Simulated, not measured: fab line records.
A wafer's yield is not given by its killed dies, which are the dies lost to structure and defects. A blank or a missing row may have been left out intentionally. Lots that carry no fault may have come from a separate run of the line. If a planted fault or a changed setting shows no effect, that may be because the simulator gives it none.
2 desks, one fault    flow sky130    only its own numbers are on each desk; what lay behind them is given at the end

== DESK OF THE TOOL OWNER: implanter-02 ==
The tool's own readings at SKY_VT_ADJUST_LVTN_IMPLANT_08, given as means over the sampled wafers that have a number, one for each lot that went through this tool. Any lot whose mean is over 4 standard deviations away from the usual mean is out of limits and marked OUT; that distance is given in the brackets.
Columns: A = dose ions cm2 at SKY_VT_ADJUST_LVTN_IMPLANT_08, usual 1.5699e+12; B = faraday current uA at SKY_VT_ADJUST_LVTN_IMPLANT_08, usual 8.88
lot   first seen here  A                     B
L695  day 8 15:37      1.5695e+12            8.72
L698  day 9 18:09      1.5725e+12            8.82
L700  day 9 23:30      1.5690e+12            9.02
L702  day 10 05:03     1.7030e+12 (+89) OUT  9.64 (+4.5) OUT
L703  day 11 00:43     1.7070e+12 (+91) OUT  9.62 (+4.3) OUT
This desk finds L702, L703 out of limits, L702 being first, at day 10 05:03 (dose ions cm2 at SKY_VT_ADJUST_LVTN_IMPLANT_08). L695, L698, L700: within limits.

== THE METROLOGY DESK ==
Means of the sampled wafers that have a number, per lot and without regard to the tool the lot ran on: this is what the gauges read. Any lot whose mean is over 4 standard deviations away from the usual mean is out of limits and marked OUT; that distance is given in the brackets.
Columns: A = PWDE_TW at SKY_PWDE_TW_MEAS_10, usual 374
lot   first seen here  A
L690  day 4 00:14      370
L692  day 4 10:18      371
L694  day 5 09:30      371
L695  day 5 09:52      381
L697  day 5 18:29      380
L698  day 6 07:28      380
L700  day 6 12:13      377
L702  day 6 16:20      379
L703  day 7 10:26      378
L709  day 8 09:44      377
L711  day 8 21:09      369
L712  day 9 01:22      370
L713  day 9 06:25      371
This desk's verdict: no lot among the 13 shows anything out of limits.

== PUT TOGETHER ==
At day 10 05:03, on L702, L703, the tool owner's desk was in a position to raise an alarm.
The metrology desk saw nothing out of limits.
The metrology desk holds a record of L702, L703, inside its limits.
On implanter-02, each named lot ran SKY_VT_ADJUST_LVTN_IMPLANT_08.

== WHAT THE SIMULATOR HAD PUT IN ==
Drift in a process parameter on implanter-02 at SKY_VT_ADJUST_LVTN_IMPLANT_08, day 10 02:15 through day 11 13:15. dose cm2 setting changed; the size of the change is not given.
Shown lots that were struck: L702, L703.
Each desk's first reading out of limits, in hours after the fault started: the tool owner's desk, 3.
